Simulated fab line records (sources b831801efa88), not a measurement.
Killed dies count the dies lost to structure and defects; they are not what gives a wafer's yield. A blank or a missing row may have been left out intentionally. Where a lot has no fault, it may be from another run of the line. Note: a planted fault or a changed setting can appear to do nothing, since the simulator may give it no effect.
Struck lot and sound lot, side by side || flow sky130 || 43 steps out of a route of 708
Sound: these wafers, L802.2, L802.4, L802.5. Struck: wafers L793.1, L793.6 (left out: L793.2, a lot-mate that was not struck); the cause follows at the end.
At each step with rows: each side's tool, then ch and its chambers, then its first start. Under that, the readings that differ: sound wafers || struck wafers || difference of the means || sigmas: that difference in standard deviations of wafers without a fault.
alike: same words and numbers on both sides, and readings whose means sit less than 2 such deviations apart. not compared: any withheld reading, any reading some wafer has no value for, any bound like >300 that may hide the same value, and any number with overlapping values for which the record gives no deviation.
A row with sigmas, a row that says differs or no value, or rows on one side alone: a step with any of these is where the two part. Numbers that don't overlap but have no deviation are shown without sigmas and don't part them. A reading missing from all wafers of one side parts the sides only when that side holds two or more wafers.

SKY_LDD_N_STRIP_16: strips in O2/N2.
  sound on plasma_asher-03 ch 0,1, day 24 05:41; struck on plasma_asher-04 ch 1, day 21 15:58
{"reading": "strip_time_to_endpoint_s (s)", "sound": "4.304 4.290 4.309", "struck": "4.333 4.333", "difference": "+0.032", "sigmas": "+2"}
  alike: drypump_motor_current_A, oes_product_au
  not compared: rf_hours_counter_h
SKY_LDD_N_TW_MEAS_17:
  sound on film_metro-03 at day 24 05:47; struck on film_metro-03 at day 21 16:04
  alike: LDD_N_TW
then, 3 steps without rows for these wafers: SKY_LDD_P_DEHYDRATE_00 (time 60 s); SKY_LDD_P_HMDS_01 (prime time 60 s); SKY_LDD_P_COAT_02 (resist thk 1140 nm).
SKY_LDD_P_SOFTBAKE_03: time 62.37 s.
  sound on litho_track-01 ch 0, day 24 20:20; struck on litho_track-01 ch 0, day 22 07:25
  alike: exhaust_pa, plate_sensor_t_centre_C, plate_sensor_t_edge_C
then, 3 steps without rows for these wafers: SKY_LDD_P_EXPOSE_04 (exposes mask PSDM, target cd 380 nm); SKY_LDD_P_PEB_05; SKY_LDD_P_DEVELOP_06 (develop time 60 s).
SKY_LDD_P_CD_MEAS_07: target cd 380 nm.
  sound on cd_sem-01 at day 25 10:44; struck on cd_sem-01 at day 22 22:47
  alike: cd_nm
SKY_LDD_P_OVL_MEAS_08:
  sound on overlay-02 at day 25 10:50; struck on overlay-01 at day 22 22:55
  alike: LDD_P_OVL
then, 1 step without rows for these wafers: SKY_LDD_P_IMPLANT_09.
SKY_LDD_P_STRIP_10: strips in O2/N2.
  sound on plasma_asher-01 ch 0,1, day 25 11:01; struck on plasma_asher-03 ch 0, day 22 23:05
  alike: drypump_motor_current_A, oes_product_au, strip_time_to_endpoint_s
  not compared: rf_hours_counter_h
SKY_LDD_P_TW_MEAS_11:
  sound on film_metro-02 at day 25 11:08; struck on film_metro-02 at day 22 23:11
  alike: LDD_P_TW
then, 7 steps without rows for these wafers: SKY_LDD_HVN_DEHYDRATE_00 (time 60 s); SKY_LDD_HVN_HMDS_01 (prime time 60 s); SKY_LDD_HVN_COAT_02 (resist thk 300 nm); SKY_LDD_HVN_SOFTBAKE_03 (time 60 s); SKY_LDD_HVN_EXPOSE_04 (exposes mask HVNTM, target cd 700 nm); SKY_LDD_HVN_PEB_05; SKY_LDD_HVN_DEVELOP_06 (develop time 60 s).
SKY_LDD_HVN_OVL_MEAS_07:
  sound on overlay-01 at day 26 16:35; struck on overlay-01 at day 24 05:05
  alike: LDD_HVN_OVL
then, 1 step without rows for these wafers: SKY_LDD_HVN_IMPLANT_08.
SKY_LDD_HVN_STRIP_09: strips in O2/N2.
  sound on plasma_asher-02 ch 0,1, day 26 16:46; struck on plasma_asher-04 ch 0,1, day 24 05:17
  alike: drypump_motor_current_A, oes_product_au, strip_time_to_endpoint_s
  not compared: rf_hours_counter_h
SKY_LDD_HVN_TW_MEAS_10:
  sound on film_metro-04 at day 26 16:52; struck on film_metro-02 at day 24 05:23
  alike: LDD_HVN_TW
then, 7 steps without rows for these wafers: SKY_LDD_HVP_DEHYDRATE_00 (time 60 s); SKY_LDD_HVP_HMDS_01 (prime time 60 s); SKY_LDD_HVP_COAT_02 (resist thk 300 nm); SKY_LDD_HVP_SOFTBAKE_03 (time 60 s); SKY_LDD_HVP_EXPOSE_04 (exposes mask HVPTM, target cd 700 nm); SKY_LDD_HVP_PEB_05; SKY_LDD_HVP_DEVELOP_06 (develop time 60 s).
SKY_LDD_HVP_OVL_MEAS_07:
  sound on overlay-01 at day 27 21:27; struck on overlay-01 at day 25 10:37
{"reading": "LDD_HVP_OVL (nm)", "sound": "1.8 1.0 -0.2", "struck": "2.0 5.9", "difference": "+3.1", "sigmas": "+2"}
then, 1 step without rows for these wafers: SKY_LDD_HVP_IMPLANT_08.
SKY_LDD_HVP_STRIP_09: strips in O2/N2.
  sound on plasma_asher-01 ch 0, day 27 21:38; struck on plasma_asher-03 ch 0, day 25 10:48
  alike: drypump_motor_current_A, oes_product_au, strip_time_to_endpoint_s
  not compared: rf_hours_counter_h
SKY_LDD_HVP_TW_MEAS_10:
  sound on film_metro-03 at day 27 21:44; struck on film_metro-03 at day 25 10:54
  alike: LDD_HVP_TW
then, 6 steps without rows for these wafers: SKY_LDD_LDN_DEHYDRATE_00 (time 60 s); SKY_LDD_LDN_HMDS_01 (prime time 60 s); SKY_LDD_LDN_COAT_02 (resist thk 1140 nm); SKY_LDD_LDN_SOFTBAKE_03 (time 60 s); SKY_LDD_LDN_EXPOSE_04 (exposes mask LDNTM, target cd 700 nm); SKY_LDD_LDN_PEB_05.
-- the record jumps here: 23 days lie between the struck wafers' starts before and after (it left off in module LDD_LDN and takes up again in module PAD_OPEN, whose first step shown is number 708 of the route) --
SKY_PAD_OPEN_PROBE_99:
  sound on prober-02 at day 49 21:49; struck on prober-02 at day 48 11:40
{"reading": "hold", "sound": "- - -", "struck": "await_dispo/3.1h/release await_dispo/3.1h/release", "difference": "no value on the sound wafers", "sigmas": ""}
{"reading": "killed_at_front_end", "sound": "12 18 10", "struck": "60 61", "difference": "+47", "sigmas": "+12"}
{"reading": "killed_dies", "sound": "87 79 90", "struck": "135 142", "difference": "+53", "sigmas": "+6"}
  alike: killed_at_M0_to_M3, killed_at_M4_up, killed_at_contacts, killed_at_other, killed_open, killed_short

WHERE THEY PART
At SKY_LDD_N_STRIP_16 first; at SKY_PAD_OPEN_PROBE_99 last (within this record only).

WHY: whatever the simulator had introduced
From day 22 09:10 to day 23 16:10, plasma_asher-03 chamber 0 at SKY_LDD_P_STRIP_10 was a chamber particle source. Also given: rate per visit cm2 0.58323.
